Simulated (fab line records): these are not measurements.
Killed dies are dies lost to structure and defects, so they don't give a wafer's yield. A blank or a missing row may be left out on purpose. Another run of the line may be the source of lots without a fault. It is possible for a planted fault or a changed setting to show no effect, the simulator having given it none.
Matching of chambers	flow sky130	SKY_VIA3_CMP_24 on cmp-02 has 4 sister chambers
The step polishes, stops on SiO2, t overpolish 20 s, target thk 0 nm. 4 wafers are shown with their chamber, then 11 later ones without.

WAFERS PAIRED WITH THEIR CHAMBERS
wafer	chamber	motor-current-A (A)
L082.3	1	10.8
L083.2	0	10.0
L087.4	3	10.1
L089.2	2	10.9

WAFERS WITHOUT THEIR CHAMBER
wafer	motor-current-A (A)
L089.4	10.9
L089.6	10.1
L090.1	10.7
L090.2	10.4
L090.4	10.3
L096.1	9.9
L096.3	9.9
L096.4	11.9
L097.2	11.1
L097.4	10.6
L097.5	10.0

WHICH CHAMBER EACH ONE RAN IN
wafer	from the rows above	in truth
L089.4	can't be placed: 2 or 1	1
L089.6	can't be placed: 3 or 0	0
L090.1	can't be placed: 1 or 2 or 3 or 0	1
L090.2	can't be placed: 3 or 0 or 1 or 2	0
L090.4	can't be placed: 3 or 0 or 1 or 2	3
L096.1	can't be placed: 0 or 3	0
L096.3	can't be placed: 0 or 3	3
L096.4	can't be placed: 2 or 1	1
L097.2	can't be placed: 2 or 1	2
L097.4	can't be placed: 1 or 2 or 3 or 0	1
L097.5	can't be placed: 0 or 3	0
Correctly placed: 0 of 11. Unplaceable from these rows: 11, with the true chamber sitting among the candidates in 11. Number placed wrongly: 0.
How it was worked out, from the rows above alone: a wafer's distance from a chamber is the root of the sum, over the readings, of the square of ((its reading less the chamber's mean) divided by the reading's scatter). If the next closest chamber is less than 2 further off than the closest, the wafer can't be placed; otherwise it belongs to the closest. A chamber's mean is the mean of its shown wafers. The scatter: root of mean squared gap, hidden wafer to nearest shown wafer, with one shown wafer a chamber.
